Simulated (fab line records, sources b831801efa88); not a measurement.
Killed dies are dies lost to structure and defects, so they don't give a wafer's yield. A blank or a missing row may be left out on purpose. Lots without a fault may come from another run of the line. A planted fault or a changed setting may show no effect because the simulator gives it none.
A struck lot beside a sound one | flow sfq_line | 42 steps out of a route of 325
Sound: wafers L113.2, L113.5, L113.6. Struck: wafers L112.2, L112.4. The cause comes at the end.
At each step with rows: each side's tool, then ch and its chambers, then its first start. Under that, the readings that differ: sound wafers | struck wafers | difference of the means | sigmas: that difference in standard deviations of wafers without a fault.
alike: readings whose means differ by less than 2 such deviations, and words and numbers that are the same on both sides. not compared: withheld readings, readings that some wafer has no value for, bounds like >300 that may hide the same value, and numbers for which the record gives no deviation and whose values overlap.
The two part at a step that has a row with sigmas, a row that says differs or no value, or rows on one side only. Numbers that don't overlap but have no deviation are shown without sigmas and don't part them. A reading that every wafer of one side lacks parts them only if that side has two wafers or more.

first, 6 steps without rows for these wafers: SFQ_TRILAYER_I3_VIA_LITHO_COAT_090 (resist thk 62 nm); SFQ_TRILAYER_I3_VIA_LITHO_COAT_085 (resist thk 650 nm); SFQ_TRILAYER_I3_VIA_LITHO_SOFTBAKE_089; SFQ_TRILAYER_I3_VIA_LITHO_EXPOSE_086 (exposes mask I3, target cd 500 nm); SFQ_TRILAYER_I3_VIA_LITHO_PEB_088 (peb time 60 s); SFQ_TRILAYER_I3_VIA_LITHO_DEVELOP_087 (time 60 s).
SFQ_I3_OVL_MEAS_923:
  sound on overlay-01, day 50 23:54; struck on overlay-02, day 42 17:50
  alike: I3_OVL
SFQ_TRILAYER_I3_VIA_BARC_OPEN_VIA_ETCH_121: etches BARC in O2, target depth 125 nm, time 41.7 s.
  sound on rie_diel-03 ch 0,3, day 50 23:56; struck on rie_diel-03 ch 0,1, day 42 17:52
  alike: chamber_pressure_mTorr, drypump_motor_current_A, oes_product_au
  not compared: rf_hours_counter_h
then, 4 steps without rows for these wafers: SFQ_TRILAYER_I3_VIA_ETCH_VIA_ETCH_088 (etches SiO2 in CHF3, stops on Nb, target depth 260 nm); SFQ_TRILAYER_I3_VIA_STRIP_STRIP_089 (strips in O2); SFQ_TRILAYER_I3_VIA_STRIP_SOLV_CLEAN_090 (cleans in NMP, time 600 s); SFQ_TRILAYER_M4_DEP_PRE_CLEAN_092 (time 22.5 s).
SFQ_TRILAYER_M4_DEP_SPUTTER_091: material Nb, target thk 200 nm, time 133.3 s.
  sound on pvd_sputter-03, day 51 00:54; struck on pvd_sputter-03, day 42 18:49
  reading                                             | sound             | struck    | difference | sigmas
  model.Nb_of_TRILAYER_M4_DEP_SPUTTER_091.thk_nm (nm) | 198.5 201.4 199.8 | 218 218.9 | +19        |
  alike: throttle_valve_pct
SFQ_M4_RS_MEAS_924: measures by four-point-probe.
  sound on film_metro-03, day 51 01:01; struck on film_metro-03, day 42 18:56
  reading           | sound             | struck      | difference | sigmas
  M4_NB_RS (ohm/sq) | 0.897 0.886 0.895 | 0.818 0.815 | -0.076     | -9
then, 6 steps without rows for these wafers: SFQ_TRILAYER_M4_LITHO_COAT_098 (resist thk 62 nm); SFQ_TRILAYER_M4_LITHO_COAT_093 (resist thk 600 nm); SFQ_TRILAYER_M4_LITHO_SOFTBAKE_097; SFQ_TRILAYER_M4_LITHO_EXPOSE_094 (exposes mask M4, target cd 500 nm); SFQ_TRILAYER_M4_LITHO_PEB_096 (peb time 60 s); SFQ_TRILAYER_M4_LITHO_DEVELOP_095 (time 60 s).
SFQ_M4_OVL_MEAS_926:
  sound on overlay-01, day 51 03:26; struck on overlay-02, day 42 22:38
  reading     | sound   | struck | difference | sigmas
  M4_OVL (nm) | 10 8 13 | 1 -2   | -11        | -2
then, 1 step without rows for these wafers: SFQ_TRILAYER_M4_BARC_OPEN_METAL_ETCH_123 (etches BARC in O2, target depth 125 nm, time 41.7 s).
SFQ_TRILAYER_M4_ETCH_METAL_ETCH_096: etches Nb in Cl2/Ar, stops on SiO2, target depth 240 nm, time 120 s.
  sound on rie_metal-03 ch 0,1, day 51 03:31; struck on rie_metal-03 ch 0,1, day 42 22:43
  reading               | sound             | struck      | difference | sigmas
  oes_product_au (a.u.) | 0.892 0.896 0.896 | 0.944 0.945 | +0.050     | +7
  alike: chamber_pressure_mTorr, drypump_motor_current_A
  not compared: rf_hours_counter_h
then, 2 steps without rows for these wafers: SFQ_TRILAYER_M4_STRIP_STRIP_097 (strips in O2); SFQ_TRILAYER_M4_STRIP_SOLV_CLEAN_098 (cleans in NMP, time 600 s).
SFQ_TRILAYER_I4_DEP_PECVD_099: deposits SiO2 from SiH4/N2O, time 111.11 s, target thk 500 nm.
  sound on pecvd-04 ch 1,2, day 51 04:25; struck on pecvd-04 ch 0,1, day 42 23:37
  alike: chamber_pressure_Torr, heater_power_w, susceptor_temp_C, throttle_valve_pct
then, 1 step without rows for these wafers: SFQ_TRILAYER_I4_CMP_CMP_100 (polishes SiO2).
SFQ_I4_BOW_MEAS_927:
  sound on film_metro-02, day 51 07:31; struck on film_metro-02, day 43 09:08
  alike: I4_BOW
SFQ_TRILAYER_I4_METRO_MEASURE_101:
  sound on film_metro-02, day 51 07:49; struck on film_metro-02, day 43 09:26
  alike: thk_nm
then, 6 steps without rows for these wafers: SFQ_TRILAYER_I4_VIA_LITHO_COAT_108 (resist thk 62 nm); SFQ_TRILAYER_I4_VIA_LITHO_COAT_103 (resist thk 650 nm); SFQ_TRILAYER_I4_VIA_LITHO_SOFTBAKE_107; SFQ_TRILAYER_I4_VIA_LITHO_EXPOSE_104 (exposes mask I4, target cd 700 nm); SFQ_TRILAYER_I4_VIA_LITHO_PEB_106 (peb time 60 s); SFQ_TRILAYER_I4_VIA_LITHO_DEVELOP_105 (time 60 s).
-- the record jumps here: 6 days lie between the struck wafers' starts before and after --
SFQ_I4_OVL_MEAS_928:
  sound on overlay-01, day 51 11:04; struck on overlay-01, day 49 08:48
  alike: I4_OVL
then, 1 step without rows for these wafers: SFQ_TRILAYER_I4_VIA_BARC_OPEN_VIA_ETCH_146 (etches BARC in O2, target depth 125 nm, time 41.7 s).
SFQ_TRILAYER_I4_VIA_ETCH_VIA_ETCH_106: etches SiO2 in CHF3, stops on Nb, target depth 260 nm.
  sound on rie_diel-04 ch 0,1,2, day 51 11:08; struck on rie_diel-04 ch 0,2, day 49 08:52
  alike: chamber_pressure_mTorr, drypump_motor_current_A, oes_product_au
SFQ_TRILAYER_I4_VIA_STRIP_STRIP_107: strips in O2.
  sound on rie_metal-01 ch 0,1, day 51 11:15; struck on rie_metal-02 ch 0, day 49 08:59
  alike: chamber_pressure_mTorr, drypump_motor_current_A, oes_product_au
  not compared: rf_hours_counter_h
then, 2 steps without rows for these wafers: SFQ_TRILAYER_I4_VIA_STRIP_SOLV_CLEAN_108 (cleans in NMP, time 600 s); SFQ_TRILAYER_JJ_TRILAYER_DEP_PRE_CLEAN_113 (time 22.5 s).
-- the record jumps here: 30 days lie between the struck wafers' starts before and after --
SFQ_M8_BOW_MEAS_951:
  sound on film_metro-04, day 80 04:44; struck on film_metro-04, day 79 06:25
  reading                 | sound                | struck        | difference | sigmas
  model.etest.m4.ohm_um   | 1.796 1.76 1.782     | 1.627 1.626   | -0.153     |
  model.etest.i3.link_ohm | 1.98 1.965 1.966     | 1.879 1.876   | -0.093     |
  model.etest.m4.ohm_sq   | 0.8981 0.8853 0.8923 | 0.8177 0.8144 | -0.0759    |
  model.etest.i4.link_ohm | 2.178 2.153 2.164    | 2.095 2.095   | -0.070     |
  alike: M8_BOW

WHERE THEY PART
First at SFQ_M4_RS_MEAS_924; last, within this record, at SFQ_TRILAYER_M4_ETCH_METAL_ETCH_096. Later steps at which nothing parts them and some readings are alike: SFQ_TRILAYER_I4_DEP_PECVD_099, SFQ_I4_BOW_MEAS_927, SFQ_TRILAYER_I4_METRO_MEASURE_101, SFQ_I4_OVL_MEAS_928, SFQ_TRILAYER_I4_VIA_ETCH_VIA_ETCH_106, SFQ_TRILAYER_I4_VIA_STRIP_STRIP_107, SFQ_M8_BOW_MEAS_951.

WHY: what the simulator had put in
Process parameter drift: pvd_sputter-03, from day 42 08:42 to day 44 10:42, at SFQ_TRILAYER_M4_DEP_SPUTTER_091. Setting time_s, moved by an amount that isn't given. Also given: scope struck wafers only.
